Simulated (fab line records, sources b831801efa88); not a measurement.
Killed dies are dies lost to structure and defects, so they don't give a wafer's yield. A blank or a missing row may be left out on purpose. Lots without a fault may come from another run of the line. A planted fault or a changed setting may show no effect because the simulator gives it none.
fab line records | flow gf180mcu
record lots=13 wafers=39 last_day=34
route steps=602 shown STI@3 LVPWELL@63 SALICIDE@286 CONTACT@289
lots that met no fault: from a run of the same line without faults
start_h: hours from the record's first day to the start of the lot's first wafer shown | wait_h: hours since the lot's step before | " the same as in the row above | L1.1+2: a row that stands for several wafers | - no value, or no start given | * or withheld: withheld | < > ~ a bound
route shown NAME@n: a module of which the file shows steps, and the number in the route of the first | usual: mean/standard deviation of fault-free wafers | same: alike in all rows | chamber/n: place in a boat | sites: the reading at each site | _std_site: their standard deviation | _edge_site: outer sites' mean less inner sites' | radius_mm: how far each site lies from the wafer's centre | mask NAME#n: copy n | behind: the tool/chamber that last shaped the wafer | hold: why the lot was held/for how many hours/how that ended | device: the transistor (n, p or np) that didn't switch | end of line: the same wafers' tests at the end of the route | a step without rows: its recipe alone | killed: dies lost to structure and defects at the first sort, not the wafer's yield | map: a wafer's dies, x killed, . not, _ none there
set.NAME: the setting as run; set.NAME@STEP: as run at that earlier step | model.NAME: the simulator's own value behind a step, which no gauge read
steps of the route over a sample of lots; a table a step, a row a wafer
services: from which hour (start_h, from the record's first day; less than 0 if before it) a tool's chamber was out of use, for how many hours, and why
## steps
# step GF_STI_THK_MEAS_02
# recipe reads=SiO2_of_STI_OXIDATION_01
# usual STI_OXIDATION_THK=10.00/0.21
# columns lot.wafer tool chamber start_h wait_h STI_OXIDATION_THK[nm]
L772.1 film_metro-03 - 18.09 0.0 10.00
L772.4 " - " " 9.87
L772.5 " - " " 9.94
L775.1 film_metro-02 - 31.93 0.0 9.97
L775.5 " - " " 9.91
L775.6 " - " " 9.90
L776.1 film_metro-01 - 36.51 0.0 9.91
L776.5 " - " " 10.05
L776.6 " - " " 10.03
L781.2 film_metro-02 - 64.68 0.0 9.74
L781.3 " - " " 9.72
L781.5 " - " " 9.74
L783.1 film_metro-02 - 72.80 0.0 9.86
L783.5 " - " " 9.60
L783.6 " - " " 9.77
L784.1 film_metro-01 - 78.03 0.0 10.06
L784.4 " - " " 9.88
L784.5 " - " " 9.98
L785.2 film_metro-03 - 81.52 0.0 10.16
L785.4 " - " " 10.01
L785.6 " - " " 10.18
L786.1 film_metro-01 - 86.51 0.0 10.10
L786.4 " - " " 10.07
L786.6 " - " " 9.95
L787.1 film_metro-03 - 91.51 0.0 10.33
L787.3 " - " " 10.41
L787.5 " - " " 10.24
L788.1 film_metro-03 - 96.72 0.0 10.23
L788.2 " - " " 10.02
L788.4 " - " " 10.31
L790.1 film_metro-01 - 106.67 0.0 10.16
L790.3 " - " " 10.04
L790.5 " - " " 10.26
L792.1 film_metro-03 - 116.51 0.0 10.16
L792.2 " - " " 10.23
L792.4 " - " " 10.29
L794.2 film_metro-02 - 126.70 0.0 9.95
L794.3 " - " " 10.09
L794.4 " - " " 10.19
# step GF_LVPWELL_IMPLANT_09
# recipe species=B energy_kev=60 dose_cm2=5e+12 tilt_deg=0
# usual dose_ions_cm2=5e+12/5.2e+09 faraday_current_uA=28.2/0.64 tilt_deg=-0.002/0.02
# columns lot.wafer tool chamber start_h wait_h dose_ions_cm2 faraday_current_uA tilt_deg
L772.1 implanter-04 0 76.14 0.1 4.997e+12 29.8 -0.007
L772.4 " 0 " " 4.999e+12 28.3 0.011
L772.5 " 0 " " 4.994e+12 28.4 0.015
L775.1 implanter-04 0 91.29 0.1 4.994e+12 28.1 0.000
L775.5 " 0 " " 4.991e+12 27.9 -0.006
L775.6 " 0 " " 4.997e+12 27.7 -0.020
L776.1 implanter-03 0 95.98 0.1 5.001e+12 28.8 0.006
L776.5 " 0 " " 4.995e+12 29.2 0.039
L776.6 " 0 " " 5.001e+12 27.6 0.022
L781.2 implanter-03 0 129.64 0.1 5e+12 27.9 -0.003
L781.3 " 0 " " 5.001e+12 27.3 -0.026
L781.5 " 0 " " 5.001e+12 29.4 -0.027
L783.1 implanter-03 0 136.77 0.1 4.263e+12 22.5 0.004
L783.5 " 0 " " 4.267e+12 24.6 -0.019
L783.6 " 0 " " 4.259e+12 24.3 0.030
L784.1 implanter-03 0 142.98 0.1 4.26e+12 25.1 -0.022
L784.4 " 0 " " 4.265e+12 23.9 0.006
L784.5 " 0 " " 4.252e+12 22.8 -0.044
L785.2 implanter-04 0 148.69 0.1 5.001e+12 28.0 -0.029
L785.4 " 0 " " 5e+12 27.1 -0.022
L785.6 " 0 " " 5.004e+12 27.3 -0.028
L786.1 implanter-04 0 153.46 0.1 5.01e+12 28.3 -0.005
L786.4 " 0 " " 5.005e+12 27.5 -0.010
L786.6 " 0 " " 5.001e+12 28.0 -0.023
L787.1 implanter-04 0 158.91 0.1 5.006e+12 28.0 -0.007
L787.3 " 0 " " 5.002e+12 27.9 0.014
L787.5 " 0 " " 5.004e+12 27.7 0.012
L788.1 implanter-04 0 165.84 0.1 4.993e+12 29.3 -0.030
L788.2 " 0 " " 4.995e+12 28.9 -0.028
L788.4 " 0 " " 5.001e+12 27.9 -0.034
L790.1 implanter-02 0 176.53 0.1 5.002e+12 28.1 0.039
L790.3 " 0 " " 4.997e+12 27.6 0.015
L790.5 " 0 " " 4.998e+12 28.4 0.033
L792.1 implanter-04 0 186.86 0.1 4.998e+12 28.8 0.020
L792.2 " 0 " " 5e+12 27.2 0.017
L792.4 " 0 " " 5.013e+12 28.6 0.022
L794.2 implanter-04 0 198.75 0.1 4.994e+12 26.9 0.026
L794.3 " 0 " " 4.994e+12 27.7 0.004
L794.4 " 0 " " 5e+12 28.1 -0.005
# step GF_VT_IMPLANT_RS_MEAS_48
# recipe thk_meas_gauge=four-point-probe
# usual LVPWELL_RS=1196.2/2.3
# columns lot.wafer tool chamber start_h wait_h LVPWELL_RS[ohm/sq]
L772.1 film_metro-04 - 165.96 0.1 1192.1
L772.4 " - " " 1196.1
L772.5 " - " " 1196.4
L775.1 film_metro-04 - 184.81 0.1 1194.0
L775.5 " - " " 1200.2
L775.6 " - " " 1195.8
L776.1 film_metro-04 - 188.74 0.1 1197.7
L776.5 " - " " 1190.7
L776.6 " - " " 1196.2
L781.2 film_metro-02 - 232.16 0.1 1199.0
L781.3 " - " " 1195.7
L781.5 " - " " 1199.8
L783.1 film_metro-01 - 239.92 0.1 1230.6
L783.5 " - " " 1229.5
L783.6 " - " " 1228.8
L784.1 film_metro-01 - 245.56 0.1 1232.7
L784.4 " - " " 1232.1
L784.5 " - " " 1236.1
L785.2 film_metro-02 - 252.68 0.1 1193.6
L785.4 " - " " 1193.6
L785.6 " - " " 1197.2
L786.1 film_metro-01 - 259.09 0.1 1192.7
L786.4 " - " " 1193.5
L786.6 " - " " 1192.3
L787.1 film_metro-01 - 266.36 0.1 1198.1
L787.3 " - " " 1194.0
L787.5 " - " " 1195.0
L788.1 film_metro-02 - 273.26 0.1 1199.4
L788.2 " - " " 1197.5
L788.4 " - " " 1199.6
L790.1 film_metro-02 - 285.07 0.1 1199.9
L790.3 " - " " 1198.5
L790.5 " - " " 1199.5
L792.1 film_metro-04 - 298.11 0.1 1200.3
L792.2 " - " " 1196.7
L792.4 " - " " 1194.6
L794.2 film_metro-04 - 311.99 0.1 1192.6
L794.3 " - " " 1193.9
L794.4 " - " " 1192.1
# step GF_SALICIDE_RTA_08
# recipe temp_c=800 time_s=30 ambient=N2
# usual lamp_power_pct=16.0/0.92 wafer_temp_C_max=803.3/0.87
# columns lot.wafer tool chamber start_h wait_h lamp_power_pct wafer_temp_C_max
L772.1 rtp_anneal-02 0 353.40 0.0 15.4 803.7
L772.4 " 0 " " 15.3 804.5
L772.5 " 0 " " 15.3 804.0
L775.1 rtp_anneal-02 0 374.57 0.0 15.3 803.3
L775.5 " 0 " " 15.4 802.5
L775.6 " 0 " " 15.3 803.5
L776.1 rtp_anneal-01 0 380.42 0.0 17.3 803.0
L776.5 " 0 " " 17.3 803.1
L776.6 " 0 " " 17.3 803.5
L781.2 rtp_anneal-02 0 435.73 0.0 15.4 803.8
L781.3 " 0 " " 15.4 804.0
L781.5 " 0 " " 15.4 803.4
L783.1 rtp_anneal-02 0 446.74 0.0 15.4 803.7
L783.5 " 0 " " 15.3 803.2
L783.6 " 0 " " 15.4 803.0
L784.1 rtp_anneal-02 0 454.41 0.0 15.3 803.3
L784.4 " 0 " " 15.4 803.5
L784.5 " 0 " " 15.3 804.7
L785.2 rtp_anneal-02 0 464.23 0.0 15.3 802.8
L785.4 " 0 " " 15.4 803.1
L785.6 " 0 " " 15.4 804.3
L786.1 rtp_anneal-01 0 475.00 0.0 17.3 803.0
L786.4 " 0 " " 17.3 802.1
L786.6 " 0 " " 17.3 802.2
L787.1 rtp_anneal-02 0 483.49 0.0 15.3 803.9
L787.3 " 0 " " 15.4 805.2
L787.5 " 0 " " 15.3 804.0
L788.1 rtp_anneal-01 0 489.14 0.0 17.3 802.9
L788.2 " 0 " " 17.3 802.5
L788.4 " 0 " " 17.3 801.9
L790.1 rtp_anneal-01 0 503.84 0.0 17.3 802.3
L790.3 " 0 " " 17.3 801.7
L790.5 " 0 " " 17.3 803.1
L792.1 rtp_anneal-02 0 516.36 0.0 15.3 805.6
L792.2 " 0 " " 15.4 801.6
L792.4 " 0 " " 15.3 804.5
L794.2 rtp_anneal-01 0 532.17 0.0 17.3 802.2
L794.3 " 0 " " 17.3 802.1
L794.4 " 0 " " 17.3 801.5
# step GF_CONTACT_CVD_02
# recipe material=SiO2 target_thk_nm=860 precursor=TEOS temp_c=400 time_s=95.992 rf_w=600
# usual heater_power_w=637/90
# columns lot.wafer tool chamber start_h wait_h heater_power_w
L772.1 pecvd-01 2 353.60 0.1 676
L772.4 " 2 " " 575
L772.5 " 0 " " 505
L775.1 pecvd-01 0 374.80 0.1 616
L775.5 " 0 " " 494
L775.6 " 2 " " 705
L776.1 pecvd-02 2 380.63 0.1 696
L776.5 " 2 " " 719
L776.6 " 0 " " 683
L781.2 pecvd-04 0 435.92 0.0 543
L781.3 " 1 " " 673
L781.5 " 2 " " 453
L783.1 pecvd-04 2 446.95 0.1 596
L783.5 " 0 " " 452
L783.6 " 2 " " 445
L784.1 pecvd-02 1 454.62 0.1 638
L784.4 " 0 " " 669
L784.5 " 1 " " 688
L785.2 pecvd-02 0 464.41 0.0 767
L785.4 " 0 " " 790
L785.6 " 1 " " 671
L786.1 pecvd-02 2 475.21 0.1 664
L786.4 " 1 " " 619
L786.6 " 0 " " 809
L787.1 pecvd-02 1 483.69 0.1 654
L787.3 " 0 " " 693
L787.5 " 0 " " 753
L788.1 pecvd-04 1 489.35 0.1 646
L788.2 " 2 " " 536
L788.4 " 0 " " 543
L790.1 pecvd-04 1 504.05 0.1 664
L790.3 " 2 " " 519
L790.5 " 1 " " 525
L792.1 pecvd-01 2 516.56 0.1 654
L792.2 " 0 " " 603
L792.4 " 1 " " 712
L794.2 pecvd-01 0 532.36 0.0 530
L794.3 " 2 " " 670
L794.4 " 1 " " 686
## services
# columns tool chamber start_h hours kind
implanter-04 - 79.76 0.6 repair
pecvd-02 - 87.39 2.8 pm
implanter-04 - 87.54 2.6 pm
pecvd-01 0 90.76 6.6 repair
pecvd-04 0 98.92 5.8 repair
pecvd-02 - 99.84 56.3 repair
implanter-04 - 123.66 4.0 repair
pecvd-01 - 151.28 2.8 pm
pecvd-01 - 160.62 14.0 pm
pecvd-02 - 197.57 1.8 repair
pecvd-02 0 212.63 8.6 repair
implanter-04 - 215.88 1.4 repair
implanter-04 - 217.24 4.4 pm
implanter-03 - 219.35 0.7 repair
pecvd-04 1 232.41 21.3 repair
implanter-04 - 266.01 5.2 repair
pecvd-02 - 334.39 5.5 pm
pecvd-04 - 337.72 5.5 pm
pecvd-04 - 346.31 0.5 repair
rtp_anneal-01 - 348.92 3.0 pm
implanter-03 - 370.95 4.0 pm
pecvd-02 2 374.48 2.7 repair
pecvd-01 - 378.33 0.4 repair
pecvd-04 0 380.44 3.5 repair
## key
first_sign step=GF_LVPWELL_IMPLANT_09 reading=dose_ions_cm2 direction=down sigmas=99+ usual=5e+12 struck=4.261e+12
effect step=GF_LVPWELL_IMPLANT_09 reading=faraday_current_uA direction=down sigmas=6.8 usual=28.2 struck=23.9
effect step=GF_VT_IMPLANT_RS_MEAS_48 reading=LVPWELL_RS direction=up sigmas=15 usual=1196.2 struck=1231.6
met_at GF_LVPWELL_IMPLANT_09
struck_lots L783,L784
tester_left_out L783,L784
not_acting_at GF_STI_THK_MEAS_02,GF_SALICIDE_RTA_08,GF_CONTACT_CVD_02
onset_between 129.64 136.77
fault kind=process_parameter_drift tool=implanter-03 chamber=- onset_h=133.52 steps=GF_LVPWELL_IMPLANT_09 channel=dose_cm2 offset=-7.3811e+11 shape=step end_h=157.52 acts_in=these_recipes_only stated=5e+12
# tester_left_out: of these lots the tester's yield and bins aren't shown, on N5 and GAA mostly nor the transistor test; their killed dies are dies lost to structure and defects alone, not to doping, threshold or leakage, so they don't give the yield
